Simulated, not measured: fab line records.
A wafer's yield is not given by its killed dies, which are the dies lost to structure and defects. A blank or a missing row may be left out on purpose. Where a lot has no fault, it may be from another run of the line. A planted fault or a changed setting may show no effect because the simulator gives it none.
Which tool did it? || flow sky130 || 36 wafers from 12 lots sampled at 5 of the route's 708 steps

== WHAT EACH GAUGE READ, for each wafer ==
SKY_LI_CONTACT_THK_MEAS_23: measures by xrf. Usual: for LI_CONTACT_W_THK the level is 394 nm and the standard deviation is 7.8.
{"lot": "L133", "measured": "day 29 06:38", "on": "film metro-01", "LI_CONTACT_W_THK (nm)": "387 382 392", "flag": ""}
{"lot": "L135", "measured": "day 29 20:45", "on": "film metro-01", "LI_CONTACT_W_THK (nm)": "384 392 390", "flag": ""}
{"lot": "L137", "measured": "day 30 09:23", "on": "film metro-03", "LI_CONTACT_W_THK (nm)": "388 397 397", "flag": ""}
{"lot": "L138", "measured": "day 30 16:59", "on": "film metro-03", "LI_CONTACT_W_THK (nm)": "406 405 396", "flag": ""}
{"lot": "L139", "measured": "day 31 03:31", "on": "film metro-03", "LI_CONTACT_W_THK (nm)": "386 390 381", "flag": ""}
{"lot": "L140", "measured": "day 31 09:04", "on": "film metro-03", "LI_CONTACT_W_THK (nm)": "401 399 400", "flag": ""}
{"lot": "L143", "measured": "day 32 13:50", "on": "film metro-02", "LI_CONTACT_W_THK (nm)": "384 375 386", "flag": ""}
{"lot": "L147", "measured": "day 33 20:48", "on": "film metro-03", "LI_CONTACT_W_THK (nm)": "415 406 405", "flag": ""}
{"lot": "L148", "measured": "day 34 14:39", "on": "film metro-03", "LI_CONTACT_W_THK (nm)": "391 398 396", "flag": ""}
{"lot": "L151", "measured": "day 35 20:38", "on": "film metro-02", "LI_CONTACT_W_THK (nm)": "397 397 384", "flag": ""}
{"lot": "L154", "measured": "day 35 22:22", "on": "film metro-01", "LI_CONTACT_W_THK (nm)": "400 398 385", "flag": ""}
{"lot": "L155", "measured": "day 35 23:01", "on": "film metro-02", "LI_CONTACT_W_THK (nm)": "381 392 382", "flag": ""}

SKY_CONTACT_THK_MEAS_26: measures by xrf. Usual: for CONTACT_W_THK the level is 333 nm and the standard deviation is 5.2.
{"lot": "L133", "measured": "day 31 17:49", "on": "film metro-01", "CONTACT_W_THK (nm)": "342 340 343", "flag": ""}
{"lot": "L135", "measured": "day 32 07:58", "on": "film metro-01", "CONTACT_W_THK (nm)": "337 330 343", "flag": ""}
{"lot": "L137", "measured": "day 32 19:16", "on": "film metro-02", "CONTACT_W_THK (nm)": "323 324 329", "flag": ""}
{"lot": "L138", "measured": "day 33 02:32", "on": "film metro-04", "CONTACT_W_THK (nm)": "331 331 329", "flag": ""}
{"lot": "L139", "measured": "day 33 11:26", "on": "film metro-04", "CONTACT_W_THK (nm)": "326 327 336", "flag": ""}
{"lot": "L140", "measured": "day 33 18:22", "on": "film metro-02", "CONTACT_W_THK (nm)": "319 330 334", "flag": ""}
{"lot": "L143", "measured": "day 34 19:54", "on": "film metro-04", "CONTACT_W_THK (nm)": "334 326 331", "flag": ""}
{"lot": "L147", "measured": "day 36 04:03", "on": "film metro-04", "CONTACT_W_THK (nm)": "331 331 335", "flag": ""}
{"lot": "L148", "measured": "day 36 23:40", "on": "film metro-04", "CONTACT_W_THK (nm)": "336 333 327", "flag": ""}
{"lot": "L151", "measured": "day 38 04:31", "on": "film metro-02", "CONTACT_W_THK (nm)": "332 334 330", "flag": ""}
{"lot": "L154", "measured": "day 38 06:45", "on": "film metro-01", "CONTACT_W_THK (nm)": "327 331 329", "flag": ""}
{"lot": "L155", "measured": "day 38 07:05", "on": "film metro-01", "CONTACT_W_THK (nm)": "338 327 326", "flag": ""}

== EACH LOT AND THE TOOL THAT RAN IT (in order: tool; ch and the chambers of the sampled wafers; start) ==
{"lot": "L133", "SKY_CONTACT_CVD_00": "pecvd-02 ch 0,1,2, day 30 12:09", "SKY_CONTACT_ETCH_18": "rie diel-04 ch 0,2,3, day 31 16:00", "SKY_CONTACT_STRIP_19": "plasma asher-02 ch 0,1, day 31 16:51"}
{"lot": "L135", "SKY_CONTACT_CVD_00": "pecvd-01 ch 1,2, day 31 02:32", "SKY_CONTACT_ETCH_18": "rie diel-03 ch 0,1,3, day 32 07:00", "SKY_CONTACT_STRIP_19": "plasma asher-02 ch 0,1, day 32 07:04"}
{"lot": "L137", "SKY_CONTACT_CVD_00": "pecvd-03 ch 0,1,2, day 31 14:49", "SKY_CONTACT_ETCH_18": "rie diel-03 ch 0,2, day 32 18:00", "SKY_CONTACT_STRIP_19": "plasma asher-02 ch 0,1, day 32 18:22"}
{"lot": "L138", "SKY_CONTACT_CVD_00": "pecvd-02 ch 0,1,2, day 31 22:09", "SKY_CONTACT_ETCH_18": "rie diel-03 ch 1,3, day 33 01:00", "SKY_CONTACT_STRIP_19": "plasma asher-03 ch 1, day 33 01:34"}
{"lot": "L139", "SKY_CONTACT_CVD_00": "pecvd-01 ch 0,1, day 32 07:17", "SKY_CONTACT_ETCH_18": "rie diel-03 ch 1,2, day 33 10:00", "SKY_CONTACT_STRIP_19": "plasma asher-03 ch 0,1, day 33 10:32"}
{"lot": "L140", "SKY_CONTACT_CVD_00": "pecvd-03 ch 0,2, day 32 14:13", "SKY_CONTACT_ETCH_18": "rie diel-04 ch 1,3, day 33 17:00", "SKY_CONTACT_STRIP_19": "plasma asher-03 ch 0,1, day 33 17:29"}
{"lot": "L143", "SKY_CONTACT_CVD_00": "pecvd-02 ch 0,1,2, day 33 17:02", "SKY_CONTACT_ETCH_18": "rie diel-03 ch 0,1,2, day 34 18:00", "SKY_CONTACT_STRIP_19": "plasma asher-02 ch 0,1, day 34 19:01"}
{"lot": "L147", "SKY_CONTACT_CVD_00": "pecvd-02 ch 0,1, day 35 00:02", "SKY_CONTACT_ETCH_18": "rie diel-04 ch 0,2,3, day 36 03:00", "SKY_CONTACT_STRIP_19": "plasma asher-01 ch 0,1, day 36 03:10"}
{"lot": "L148", "SKY_CONTACT_CVD_00": "pecvd-01 ch 0,2, day 35 19:04", "SKY_CONTACT_ETCH_18": "rie diel-04 ch 0,2,3, day 36 22:00", "SKY_CONTACT_STRIP_19": "plasma asher-02 ch 0, day 36 22:41"}
{"lot": "L151", "SKY_CONTACT_CVD_00": "pecvd-03 ch 0,1,2, day 37 00:31", "SKY_CONTACT_ETCH_18": "rie diel-03 ch 0,1,2, day 38 03:00", "SKY_CONTACT_STRIP_19": "plasma asher-03 ch 0,1, day 38 03:37"}
{"lot": "L154", "SKY_CONTACT_CVD_00": "pecvd-03 ch 0,1,2, day 37 02:02", "SKY_CONTACT_ETCH_18": "rie diel-02 ch 0,2,3, day 38 05:00", "SKY_CONTACT_STRIP_19": "plasma asher-01 ch 0,1, day 38 05:50"}
{"lot": "L155", "SKY_CONTACT_CVD_00": "pecvd-01 ch 0,1, day 37 02:54", "SKY_CONTACT_ETCH_18": "rie diel-02 ch 0,2,3, day 38 06:00", "SKY_CONTACT_STRIP_19": "plasma asher-02 ch 0,1, day 38 06:09"}
- SKY_CONTACT_CVD_00: deposits Si3N4, target thk 75 nm.
- SKY_CONTACT_ETCH_18: etches Si3N4 in CHF3/O2, stops on TiN, time 39 s, target depth 75 nm.
- SKY_CONTACT_STRIP_19: strips in O2/N2.

== WHAT THE TOOLS THEMSELVES READ (means of the sampled wafers that have a number; where no wafer has one, the mark that the record gives instead) ==
SKY_CONTACT_CVD_00. Usual: 712 W for heater power w, sd 80.
{"lot": "L133", "tool": "pecvd-02", "heater power w (W)": 764, "flag": ""}
{"lot": "L135", "tool": "pecvd-01", "heater power w (W)": 665, "flag": ""}
{"lot": "L137", "tool": "pecvd-03", "heater power w (W)": 698, "flag": ""}
{"lot": "L138", "tool": "pecvd-02", "heater power w (W)": 748, "flag": ""}
{"lot": "L139", "tool": "pecvd-01", "heater power w (W)": 731, "flag": ""}
{"lot": "L140", "tool": "pecvd-03", "heater power w (W)": 694, "flag": ""}
{"lot": "L143", "tool": "pecvd-02", "heater power w (W)": 714, "flag": ""}
{"lot": "L147", "tool": "pecvd-02", "heater power w (W)": 706, "flag": ""}
{"lot": "L148", "tool": "pecvd-01", "heater power w (W)": 637, "flag": ""}
{"lot": "L151", "tool": "pecvd-03", "heater power w (W)": 725, "flag": ""}
{"lot": "L154", "tool": "pecvd-03", "heater power w (W)": 730, "flag": ""}
{"lot": "L155", "tool": "pecvd-01", "heater power w (W)": 699, "flag": ""}

SKY_CONTACT_ETCH_18. Usual: bias w 200.0 W, standard deviation 0.59; drypump motor current A 5.6 A, standard deviation 0.53; oes product au 0.856 a.u., standard deviation 0.0089; throttle valve pct 8.793 %, standard deviation 0.0098.
{"lot": "L133", "tool": "rie diel-04", "bias w (W)": 199.6, "drypump motor current A (A)": 6.2, "oes product au (a.u.)": 0.851, "throttle valve pct (%)": 8.787, "flag": ""}
{"lot": "L135", "tool": "rie diel-03", "bias w (W)": 200.9, "drypump motor current A (A)": 5.3, "oes product au (a.u.)": 0.861, "throttle valve pct (%)": 8.798, "flag": ""}
{"lot": "L137", "tool": "rie diel-03", "bias w (W)": 200.4, "drypump motor current A (A)": 5.2, "oes product au (a.u.)": 0.860, "throttle valve pct (%)": 8.792, "flag": ""}
{"lot": "L138", "tool": "rie diel-03", "bias w (W)": 199.0, "drypump motor current A (A)": 5.3, "oes product au (a.u.)": 0.855, "throttle valve pct (%)": 8.783, "flag": ""}
{"lot": "L139", "tool": "rie diel-03", "bias w (W)": 200.2, "drypump motor current A (A)": 5.3, "oes product au (a.u.)": 0.866, "throttle valve pct (%)": 8.793, "flag": ""}
{"lot": "L140", "tool": "rie diel-04", "bias w (W)": 200.3, "drypump motor current A (A)": 6.3, "oes product au (a.u.)": 0.846, "throttle valve pct (%)": 8.787, "flag": ""}
{"lot": "L143", "tool": "rie diel-03", "bias w (W)": 200.0, "drypump motor current A (A)": 5.3, "oes product au (a.u.)": 0.855, "throttle valve pct (%)": 8.793, "flag": ""}
{"lot": "L147", "tool": "rie diel-04", "bias w (W)": 289.1, "drypump motor current A (A)": 6.2, "oes product au (a.u.)": 0.849, "throttle valve pct (%)": 8.793, "flag": "OFF"}
{"lot": "L148", "tool": "rie diel-04", "bias w (W)": 289.1, "drypump motor current A (A)": 6.2, "oes product au (a.u.)": 0.861, "throttle valve pct (%)": 8.800, "flag": "OFF"}
{"lot": "L151", "tool": "rie diel-03", "bias w (W)": 200.2, "drypump motor current A (A)": 5.3, "oes product au (a.u.)": 0.854, "throttle valve pct (%)": 8.792, "flag": ""}
{"lot": "L154", "tool": "rie diel-02", "bias w (W)": 200.0, "drypump motor current A (A)": 5.1, "oes product au (a.u.)": 0.857, "throttle valve pct (%)": 8.792, "flag": ""}
{"lot": "L155", "tool": "rie diel-02", "bias w (W)": 200.3, "drypump motor current A (A)": 5.1, "oes product au (a.u.)": 0.858, "throttle valve pct (%)": 8.803, "flag": ""}

SKY_CONTACT_STRIP_19. Usual: drypump motor current A 5.9 A, standard deviation 0.54; o2 flow sccm 2999 sccm, standard deviation 7.9; oes product au 0.382 a.u., standard deviation 0.0054; strip time to endpoint s 3.63 s, standard deviation 0.044.
{"lot": "L133", "tool": "plasma asher-02", "drypump motor current A (A)": 6.4, "o2 flow sccm (sccm)": 3000, "oes product au (a.u.)": 0.385, "strip time to endpoint s (s)": 3.62, "flag": ""}
{"lot": "L135", "tool": "plasma asher-02", "drypump motor current A (A)": 5.9, "o2 flow sccm (sccm)": 2998, "oes product au (a.u.)": 0.390, "strip time to endpoint s (s)": 3.65, "flag": ""}
{"lot": "L137", "tool": "plasma asher-02", "drypump motor current A (A)": 6.3, "o2 flow sccm (sccm)": 2991, "oes product au (a.u.)": 0.381, "strip time to endpoint s (s)": 3.64, "flag": ""}
{"lot": "L138", "tool": "plasma asher-03", "drypump motor current A (A)": 5.6, "o2 flow sccm (sccm)": 2996, "oes product au (a.u.)": 0.382, "strip time to endpoint s (s)": 3.67, "flag": ""}
{"lot": "L139", "tool": "plasma asher-03", "drypump motor current A (A)": 5.6, "o2 flow sccm (sccm)": 2998, "oes product au (a.u.)": 0.379, "strip time to endpoint s (s)": 3.67, "flag": ""}
{"lot": "L140", "tool": "plasma asher-03", "drypump motor current A (A)": 5.7, "o2 flow sccm (sccm)": 3009, "oes product au (a.u.)": 0.379, "strip time to endpoint s (s)": 3.62, "flag": ""}
{"lot": "L143", "tool": "plasma asher-02", "drypump motor current A (A)": 6.4, "o2 flow sccm (sccm)": 2994, "oes product au (a.u.)": 0.381, "strip time to endpoint s (s)": 3.62, "flag": ""}
{"lot": "L147", "tool": "plasma asher-01", "drypump motor current A (A)": 6.1, "o2 flow sccm (sccm)": 3006, "oes product au (a.u.)": 0.372, "strip time to endpoint s (s)": 3.52, "flag": ""}
{"lot": "L148", "tool": "plasma asher-02", "drypump motor current A (A)": 6.7, "o2 flow sccm (sccm)": 2999, "oes product au (a.u.)": 0.374, "strip time to endpoint s (s)": 3.50, "flag": ""}
{"lot": "L151", "tool": "plasma asher-03", "drypump motor current A (A)": 5.7, "o2 flow sccm (sccm)": 3001, "oes product au (a.u.)": 0.386, "strip time to endpoint s (s)": 3.64, "flag": ""}
{"lot": "L154", "tool": "plasma asher-01", "drypump motor current A (A)": 6.1, "o2 flow sccm (sccm)": 2993, "oes product au (a.u.)": 0.374, "strip time to endpoint s (s)": 3.58, "flag": ""}
{"lot": "L155", "tool": "plasma asher-02", "drypump motor current A (A)": 5.9, "o2 flow sccm (sccm)": 2993, "oes product au (a.u.)": 0.383, "strip time to endpoint s (s)": 3.62, "flag": ""}

== THE ANSWER, worked out from the rows above alone ==
Rule: a lot counts as off when the mean over its wafers that have a number is more than 3 standard deviations away from the usual mean. Also off: a lot with no number at a reading for which 4 or more lots have one. Where the step has rows for the other lots, those lots are counted as sound. Order of review: gauges by route order, followed by the tools' own readings, for which a lot's mean as printed above is used. At the first step where some lot is off, the reading lying furthest off is the one used; lots without a number count as furthest.
Off: L147, L148 (SKY_CONTACT_ETCH_18, bias w).
If a tool, at that step or one of the process steps before it, ran each lot that is off and ran no sound lot following the first of them, it fits. One candidate fits, namely rie diel-04 at SKY_CONTACT_ETCH_18. Its last sound lot is L140 (day 33 17:00), its first lot that is off L147 (day 36 03:00): a fault that began between those two fits.
On the lots that are off, the tool's own readings at SKY_CONTACT_ETCH_18 differ by more than 5 times the standard deviation of the sound lots' means, which bears it out; bias w reads 289.1 W there versus 200.1 W on the sound lots.

== WHAT THE SIMULATOR PUT IN ==
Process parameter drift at SKY_CONTACT_ETCH_18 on rie diel-04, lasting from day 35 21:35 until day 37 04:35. From 200, the setting bias w moved by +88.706. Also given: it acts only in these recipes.
Lots struck among those shown: L147, L148. The rule given above showed the same thing.
